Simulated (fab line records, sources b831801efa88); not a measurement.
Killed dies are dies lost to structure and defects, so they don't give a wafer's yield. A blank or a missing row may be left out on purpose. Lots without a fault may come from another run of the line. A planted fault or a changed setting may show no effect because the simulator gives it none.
fab line records | flow sky130
record lots=13 wafers=39 last_day=50
route steps=708 shown FIELD_ISO@3 PWDE@55 VT_ADJUST_LVTN@116 POLY_GATE@227
lots that met no fault: from a run of the same line without faults
start_h: hours from the record's first day to the start of the lot's first wafer shown | wait_h: hours since the lot's step before | " the same as in the row above | L1.1+2: a row that stands for several wafers | - no value, or no start given | * or withheld: withheld | < > ~ a bound
route shown NAME@n: a module of which the file shows steps, and the number in the route of the first | usual: mean/standard deviation of fault-free wafers | same: alike in all rows | chamber/n: place in a boat | sites: the reading at each site | _std_site: their standard deviation | _edge_site: outer sites' mean less inner sites' | radius_mm: how far each site lies from the wafer's centre | mask NAME#n: copy n | behind: the tool/chamber that last shaped the wafer | hold: why the lot was held/for how many hours/how that ended | device: the transistor (n, p or np) that didn't switch | end of line: the same wafers' tests at the end of the route | a step without rows: its recipe alone | killed: dies lost to structure and defects at the first sort, not the wafer's yield | map: a wafer's dies, x killed, . not, _ none there
set.NAME: the setting as run; set.NAME@STEP: as run at that earlier step | model.NAME: the simulator's own value behind a step, which no gauge read
steps of the route over a sample of lots; a table a step, a row a wafer
services: from which hour (start_h, from the record's first day; less than 0 if before it) a tool's chamber was out of use, for how many hours, and why
## steps
# step SKY_FIELD_ISO_THK_MEAS_02
# recipe reads=SiO2_of_FIELD_ISO_OXIDATION_01
# usual FIELD_ISO_OXIDATION_00_THK=11.92/0.24
# columns lot.wafer tool chamber start_h wait_h FIELD_ISO_OXIDATION_00_THK[nm]
L310.1 film_metro-03 - 12.32 0.0 12.24
L310.4 " - " " 12.04
L310.5 " - " " 12.16
L311.3 film_metro-01 - 16.65 0.0 11.64
L311.4 " - " " 11.91
L311.6 " - " " 11.85
L313.2 film_metro-03 - 26.64 0.0 11.90
L313.3 " - " " 12.03
L313.4 " - " " 12.05
L314.2 film_metro-01 - 31.93 0.0 11.67
L314.3 " - " " 11.72
L314.5 " - " " 11.81
L315.2 film_metro-04 - 37.25 0.0 12.12
L315.3 " - " " 12.39
L315.5 " - " " 12.53
L317.1 film_metro-01 - 47.84 0.0 11.60
L317.5 " - " " 11.83
L317.6 " - " " 11.63
L320.1 film_metro-01 - 64.82 0.0 11.49
L320.3 " - " " 11.86
L320.5 " - " " 11.65
L321.3 film_metro-03 - 68.68 0.0 12.11
L321.5 " - " " 12.01
L321.6 " - " " 11.98
L322.1 film_metro-03 - 71.89 0.0 12.13
L322.2 " - " " 12.13
L322.4 " - " " 11.96
L324.1 film_metro-04 - 83.22 0.0 11.57
L324.2 " - " " 11.64
L324.3 " - " " 11.67
L328.3 film_metro-01 - 102.85 0.0 12.00
L328.4 " - " " 12.10
L328.6 " - " " 12.02
L329.1 film_metro-04 - 107.00 0.0 11.87
L329.2 " - " " 12.23
L329.5 " - " " 11.99
L331.1 film_metro-04 - 117.14 0.0 12.03
L331.3 " - " " 12.14
L331.5 " - " " 11.97
# step SKY_PWDE_TW_MEAS_10
# usual PWDE_TW=372.1/1.7
# columns lot.wafer tool chamber start_h wait_h PWDE_TW
L310.1 film_metro-04 - 67.50 0.1 370.7
L310.4 " - " " 370.4
L310.5 " - " " 370.5
L311.3 film_metro-04 - 73.26 0.1 370.6
L311.4 " - " " 369.7
L311.6 " - " " 368.0
L313.2 film_metro-03 - 82.63 0.1 372.8
L313.3 " - " " 374.1
L313.4 " - " " 373.2
L314.2 film_metro-03 - 89.05 0.1 373.6
L314.3 " - " " 371.8
L314.5 " - " " 372.5
L315.2 film_metro-03 - 99.56 0.1 372.9
L315.3 " - " " 371.9
L315.5 " - " " 374.3
L317.1 film_metro-03 - 110.42 0.1 375.6
L317.5 " - " " 372.5
L317.6 " - " " 372.5
L320.1 film_metro-03 - 132.35 0.1 377.3
L320.3 " - " " 373.7
L320.5 " - " " 375.2
L321.3 film_metro-02 - 134.36 0.1 369.5
L321.5 " - " " 369.7
L321.6 " - " " 369.0
L322.1 film_metro-04 - 137.42 0.1 370.8
L322.2 " - " " 370.3
L322.4 " - " " 372.1
L324.1 film_metro-02 - 150.24 0.1 373.5
L324.2 " - " " 371.1
L324.3 " - " " 372.5
L328.3 film_metro-03 - 171.36 0.1 371.3
L328.4 " - " " 375.6
L328.6 " - " " 373.9
L329.1 film_metro-04 - 179.87 0.1 370.5
L329.2 " - " " 370.5
L329.5 " - " " 368.8
L331.1 film_metro-02 - 186.97 0.1 374.4
L331.3 " - " " 374.5
L331.5 " - " " 374.8
# step SKY_VT_ADJUST_LVTN_IMPLANT_19
# recipe species=B energy_kev=30 dose_cm2=6.5e+11 tilt_deg=withheld
# usual dose_ions_cm2=6.501e+11/5.8e+08 faraday_current_uA=3.66/0.071
# columns lot.wafer tool chamber start_h wait_h dose_ions_cm2 faraday_current_uA
L310.1 implanter-03 0 159.91 0.0 6.501e+11 3.76
L310.4 " 0 " " 6.494e+11 3.71
L310.5 " 0 " " 6.499e+11 3.66
L311.3 implanter-03 0 163.04 0.1 6.499e+11 3.69
L311.4 " 0 " " 6.499e+11 3.58
L311.6 " 0 " " 6.499e+11 3.63
L313.2 implanter-01 0 176.37 0.0 6.501e+11 3.58
L313.3 " 0 " " 6.498e+11 3.66
L313.4 " 0 " " 6.497e+11 3.64
L314.2 implanter-02 0 183.47 0.0 6.511e+11 3.70
L314.3 " 0 " " 6.506e+11 3.66
L314.5 " 0 " " 6.508e+11 3.65
L315.2 implanter-01 0 198.27 0.0 6.503e+11 3.67
L315.3 " 0 " " 6.501e+11 3.71
L315.5 " 0 " " 6.492e+11 3.65
L317.1 implanter-02 0 210.70 0.0 6.496e+11 3.69
L317.5 " 0 " " 6.496e+11 3.75
L317.6 " 0 " " 6.508e+11 3.59
L320.1 implanter-03 0 238.20 0.0 6.494e+11 3.74
L320.3 " 0 " " 6.501e+11 3.56
L320.5 " 0 " " 6.491e+11 3.64
L321.3 implanter-02 0 239.66 0.1 6.492e+11 3.54
L321.5 " 0 " " 6.506e+11 3.69
L321.6 " 0 " " 6.501e+11 3.80
L322.1 implanter-03 0 245.99 0.0 6.499e+11 3.76
L322.2 " 0 " " 6.502e+11 3.78
L322.4 " 0 " " 6.505e+11 3.66
L324.1 implanter-02 0 258.54 0.0 6.499e+11 3.64
L324.2 " 0 " " 6.504e+11 3.80
L324.3 " 0 " " 6.505e+11 3.70
L328.3 implanter-03 0 285.64 0.1 4.823e+11 2.63
L328.4 " 0 " " 4.81e+11 2.75
L328.6 " 0 " " 4.811e+11 2.76
L329.1 implanter-03 0 296.36 0.0 4.815e+11 2.69
L329.2 " 0 " " 4.819e+11 2.81
L329.5 " 0 " " 4.823e+11 2.74
L331.1 implanter-03 0 303.80 0.0 4.812e+11 2.77
L331.3 " 0 " " 4.816e+11 2.67
L331.5 " 0 " " 4.809e+11 2.74
# step SKY_VT_ADJUST_LVTN_TW_MEAS_21
# usual VT_ADJUST_LVTN_2_TW=187.3/1.5
# columns lot.wafer tool chamber start_h wait_h VT_ADJUST_LVTN_2_TW
L310.1 film_metro-04 - 160.16 0.1 185.3
L310.4 " - " " 184.3
L310.5 " - " " 184.9
L311.3 film_metro-01 - 163.26 0.1 187.3
L311.4 " - " " 188.3
L311.6 " - " " 189.4
L313.2 film_metro-04 - 176.61 0.1 186.4
L313.3 " - " " 186.1
L313.4 " - " " 186.5
L314.2 film_metro-01 - 183.70 0.1 188.1
L314.3 " - " " 187.9
L314.5 " - " " 188.8
L315.2 film_metro-01 - 198.51 0.1 187.9
L315.3 " - " " 189.5
L315.5 " - " " 188.9
L317.1 film_metro-01 - 210.95 0.1 187.1
L317.5 " - " " 187.8
L317.6 " - " " 188.9
L320.1 film_metro-01 - 238.45 0.1 188.8
L320.3 " - " " 188.4
L320.5 " - " " 189.8
L321.3 film_metro-01 - 239.88 0.1 189.6
L321.5 " - " " 189.8
L321.6 " - " " 190.2
L322.1 film_metro-02 - 246.24 0.1 186.4
L322.2 " - " " 186.1
L322.4 " - " " 186.4
L324.1 film_metro-01 - 258.79 0.1 190.2
L324.2 " - " " 189.2
L324.3 " - " " 190.7
L328.3 film_metro-02 - 285.86 0.1 172.9
L328.4 " - " " 172.5
L328.6 " - " " 173.1
L329.1 film_metro-02 - 296.61 0.1 172.7
L329.2 " - " " 171.9
L329.5 " - " " 173.0
L331.1 film_metro-04 - 304.05 0.1 170.2
L331.3 " - " " 172.1
L331.5 " - " " 171.5
# step SKY_POLY_GATE_CD_MEAS_13
# recipe target_cd_nm=150
# usual cd_nm=149.5/1.3
# columns lot.wafer tool chamber start_h wait_h cd_nm
L310.1 cd_sem-01 - 365.91 - 150.2
L310.4 " - " " 151.0
L310.5 " - " " 151.9
L311.3 cd_sem-01 - 371.60 - 148.0
L311.4 " - " " 148.3
L311.6 " - " " 147.6
L313.2 cd_sem-01 - 393.24 - 151.7
L313.3 " - " " 149.4
L313.4 " - " " 151.5
L314.2 cd_sem-01 - 395.51 - 152.4
L314.3 " - " " 151.0
L314.5 " - " " 151.5
L315.2 cd_sem-01 - 421.58 - 149.7
L315.3 " - " " 149.1
L315.5 " - " " 148.2
L317.1 cd_sem-02 - 437.48 - 151.4
L317.5 " - " " 152.5
L317.6 " - " " 151.6
L320.1 cd_sem-01 - 467.61 - 149.5
L320.3 " - " " 149.5
L320.5 " - " " 150.2
L321.3 cd_sem-01 - 474.15 - 148.8
L321.5 " - " " 150.1
L321.6 " - " " 150.4
L322.1 cd_sem-01 - 481.67 - 147.3
L322.2 " - " " 148.8
L322.4 " - " " 150.0
L324.1 cd_sem-01 - 497.86 - 149.2
L324.2 " - " " 149.2
L324.3 " - " " 148.0
L328.3 cd_sem-01 - 527.50 - 150.4
L328.4 " - " " 149.9
L328.6 " - " " 150.1
L329.1 cd_sem-02 - 541.67 - 149.8
L329.2 " - " " 148.9
L329.5 " - " " 150.6
L331.1 cd_sem-02 - 553.95 - 148.5
L331.3 " - " " 150.0
L331.5 " - " " 148.8
## services
# columns tool chamber start_h hours kind
implanter-02 - 199.21 6.1 pm
implanter-03 - 223.86 2.0 repair
implanter-01 - 225.32 3.0 pm
implanter-01 - 231.84 3.8 pm
implanter-02 - 290.97 2.7 repair
implanter-03 - 299.41 4.2 repair
## key
first_sign step=SKY_VT_ADJUST_LVTN_IMPLANT_19 reading=dose_ions_cm2 direction=down sigmas=99+ usual=* struck=*
effect step=SKY_VT_ADJUST_LVTN_IMPLANT_19 reading=faraday_current_uA direction=down sigmas=13 usual=3.66 struck=2.73
effect step=SKY_VT_ADJUST_LVTN_TW_MEAS_21 reading=VT_ADJUST_LVTN_2_TW direction=down sigmas=10 usual=187.3 struck=172.2
met_at SKY_VT_ADJUST_LVTN_IMPLANT_19
struck_lots L328,L329,L331
tester_left_out L328,L329,L331
not_acting_at SKY_FIELD_ISO_THK_MEAS_02,SKY_PWDE_TW_MEAS_10,SKY_POLY_GATE_CD_MEAS_13
onset_between 245.99 285.64
fault kind=process_parameter_drift tool=implanter-03 chamber=- onset_h=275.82 steps=SKY_VT_ADJUST_LVTN_IMPLANT_19 channel=dose_cm2 offset=* shape=step end_h=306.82 acts_in=* stated=*
# tester_left_out: of these lots the tester's yield and bins aren't shown, on N5 and GAA mostly nor the transistor test; their killed dies are dies lost to structure and defects alone, not to doping, threshold or leakage, so they don't give the yield
